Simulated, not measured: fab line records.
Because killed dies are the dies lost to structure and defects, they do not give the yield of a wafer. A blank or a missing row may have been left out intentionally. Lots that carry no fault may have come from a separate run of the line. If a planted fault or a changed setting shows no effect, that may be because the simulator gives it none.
Which tool is to blame? -- flow gf180mcu -- Sampling: 11 lots, 33 wafers, 4 of 602 route steps

WHAT THE GAUGES READ, wafer by wafer
GF_HV_LDD_TW_MEAS_38.
lot,measured,on,HV_LDD_3_TW
L588,day 11 18:32,filmMetro-03,1452 1450 1450
L589,day 11 19:31,filmMetro-01,1415 1417 1420
L590,day 12 01:28,filmMetro-02,1404 1414 1408
L591,day 12 09:02,filmMetro-01,1421 1425 1422
L592,day 12 12:22,filmMetro-02,1410 1410 1420
L593,day 13 01:58,filmMetro-01,1431 1438 1429
L595,day 13 23:19,filmMetro-01,1433 1425 1430
L601,day 16 08:04,filmMetro-01,1424 1421 1427
L609,day 18 08:13,filmMetro-02,1417 1413 1414
L610,day 18 21:25,filmMetro-01,1413 1416 1421
L611,day 19 11:09,filmMetro-02,1417 1418 1421

GF_PSD_OVL_MEAS_08.
lot,measured,on,PSD_OVL (nm)
L588,day 14 08:05,overlay-02,-1.5 -1.5 -1.0
L589,day 14 12:35,overlay-02,-2.5 -3.0 -2.2
L590,day 14 17:16,overlay-01,-1.2 -0.3 -2.7
L591,day 15 01:41,overlay-01,0.9 0.6 0.8
L592,day 15 03:41,overlay-02,0.0 -1.9 0.5
L593,day 15 20:11,overlay-02,-1.6 -1.4 -0.8
L595,day 16 19:38,overlay-01,-0.5 -0.1 -0.4
L601,day 19 12:04,overlay-01,1.8 -0.9 1.2
L609,day 21 12:08,overlay-01,-1.2 -1.4 -0.2
L610,day 22 01:08,overlay-01,1.4 1.0 0.7
L611,day 22 13:46,overlay-02,-0.5 -1.8 -1.6

GF_SAB_CD_MEAS_09 targets a cd of 420 nm.
lot,measured,on,cdNm (nm)
L588,day 15 05:49,cdSem-02,415.9 416.3 417.0
L589,day 15 09:25,cdSem-02,416.1 415.7 414.6
L590,day 15 14:40,cdSem-02,417.0 417.1 417.9
L591,day 15 23:16,cdSem-01,418.7 419.1 419.0
L592,day 16 02:03,cdSem-02,422.6 421.4 424.1
L593,day 16 18:55,cdSem-01,422.1 423.5 418.1
L595,day 17 19:04,cdSem-02,503.1 501.9 503.7
L601,day 20 12:57,cdSem-01,477.9 482.3 482.6
L609,day 22 12:09,cdSem-02,420.7 419.7 420.7
L610,day 23 00:19,cdSem-01,421.5 419.5 421.0
L611,day 23 13:00,cdSem-01,420.7 419.8 420.1

WHICH TOOL RAN EACH LOT (tool, then ch and the chambers of the sampled wafers, then the start)
lot,GF_SAB_EXPOSE_06
L588,"ilineStepper-02 ch 0, day 14 19:32"
L589,"ilineStepper-02 ch 0, day 14 23:27"
L590,"ilineStepper-01 ch 0, day 15 04:17"
L591,"ilineStepper-02 ch 0, day 15 12:47"
L592,"ilineStepper-01 ch 0, day 15 15:23"
L593,"ilineStepper-02 ch 0, day 16 07:56"
L595,"ilineStepper-01 ch 0, day 17 07:25"
L601,"ilineStepper-01 ch 0, day 20 01:04"
L609,"ilineStepper-02 ch 0, day 22 01:11"
L610,"ilineStepper-02 ch 0, day 22 12:56"
L611,"ilineStepper-02 ch 0, day 23 01:54"
- GF_SAB_EXPOSE_06: exposes mask SAB, target cd 420 nm.

WHAT THE TOOLS THEMSELVES READ (means of the sampled wafers that have a number; where no wafer has one, the mark that the record gives instead)
GF_SAB_EXPOSE_06.
lot,tool,exposureDoseMJCm2
L588,ilineStepper-02,139.46
L589,ilineStepper-02,139.54
L590,ilineStepper-01,139.06
L591,ilineStepper-02,139.27
L592,ilineStepper-01,139.36
L593,ilineStepper-02,139.32
L595,ilineStepper-01,103.78
L601,ilineStepper-01,111.99
L609,ilineStepper-02,139.17
L610,ilineStepper-02,139.37
L611,ilineStepper-02,139.24

THE ANSWER, worked out from the rows above alone
Rule: the usual values come from the lots themselves. Put in order of their means at a reading, lots are off if they are a third of the lots or fewer, leave a main group of 4 or more, and stand apart from it by a gap of 3 or more times the standard deviation of the main group's means; of several such gaps the widest counts. A main group is skipped when, at the precision printed for the reading in the tables above, its means are all equal. Also off: a lot with no number at a reading for which 4 or more lots have one. Any other lot the step has rows for is counted as sound. The gauges are gone through in route order, then the tools' own readings, and for those a lot's mean is taken as printed above. At the first step where some lot is off, the reading lying furthest off is the one used; lots without a number count as furthest.
Off, at GF_SAB_CD_MEAS_09 on cdNm: L595, L601. Mean 419.3 nm and standard deviation 2.3 in the main group.
If a tool, at a process step before that reading, ran all the lots that are off and no sound lot after the first of them, it fits. The gauges at GF_SAB_CD_MEAS_09 aren't tried: what is off there is off at GF_SAB_EXPOSE_06 too, on other tools, and a gauge's error can't cause that. One fits: ilineStepper-01 at GF_SAB_EXPOSE_06. A fault onset in the window from L592 (day 15 15:23, its last sound lot) to L595 (day 17 07:25, its first lot off) fits.
On the lots that are off, the tool's own readings at GF_SAB_EXPOSE_06 differ by more than 5 times the standard deviation of the sound lots' means, which bears it out; exposureDoseMJCm2 reads 107.88 there versus 139.31 on the sound lots.

WHAT WAS PUT IN BY THE SIMULATOR
Process parameter drift: ilineStepper-01, from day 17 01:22 on, at GF_SAB_EXPOSE_06. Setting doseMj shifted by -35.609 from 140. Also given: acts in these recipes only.
Shown lots that were struck: L595, L601. The rule given above showed the same thing.
